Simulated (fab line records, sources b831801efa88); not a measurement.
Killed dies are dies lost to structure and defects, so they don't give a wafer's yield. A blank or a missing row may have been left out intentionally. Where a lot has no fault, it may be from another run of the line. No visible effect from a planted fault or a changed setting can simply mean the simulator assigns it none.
2 desks looking at one fault / flow gf180mcu / each desk has only its own numbers; what lay behind them comes last

== AT THE METROLOGY DESK ==
Means of the sampled wafers that have a number, per lot and without regard to the tool the lot ran on: this is what the gauges read. A lot is out of limits, marked OUT, if its mean lies more than 4 standard deviations from the usual mean; the brackets give that distance.
Columns: A = V4_W_RS at GF_V4_RS_MEAS_24, usual 0.327 ohm/sq; B = V4_W_THK at GF_V4_THK_MEAS_25, usual 356 nm
lot=L169; first seen here=day 25 13:43; A=0.326; B=360
lot=L179; first seen here=day 28 20:49; A=0.324; B=354
lot=L184; first seen here=day 30 01:29; A=0.327; B=358
lot=L186; first seen here=day 30 14:31; A=0.330; B=354
lot=L189; first seen here=day 31 06:53; A=0.327; B=351
Finding of this desk: none of the 5 lots has anything out of limits.

== THE TOOL OWNER'S DESK: pvd-sputter-02 ==
The tool's own readings at GF_MIM_SPUTTER_02 (material AlCu, target thk 450 nm, time 23.9 s): means of the sampled wafers that have a number, for each lot that ran on this tool. A lot is out of limits, marked OUT, if its mean lies more than 4 standard deviations from the usual mean; the brackets give that distance.
Columns: A = cathode-dc-power-W at GF_MIM_SPUTTER_02, usual 10600 W; B = throttle-valve-pct at GF_MIM_SPUTTER_02, usual 29.7 %
lot=L169; first seen here=day 25 14:20; A=10599; B=29.3
lot=L186; first seen here=day 30 15:08; A=10600; B=29.1
Finding of this desk: none of the 2 lots has anything out of limits.

== TAKEN TOGETHER ==
Nothing out of limits was seen by the metrology desk.
The desk of the tool owner found nothing out of limits.

== WHAT THE SIMULATOR PUT IN ==
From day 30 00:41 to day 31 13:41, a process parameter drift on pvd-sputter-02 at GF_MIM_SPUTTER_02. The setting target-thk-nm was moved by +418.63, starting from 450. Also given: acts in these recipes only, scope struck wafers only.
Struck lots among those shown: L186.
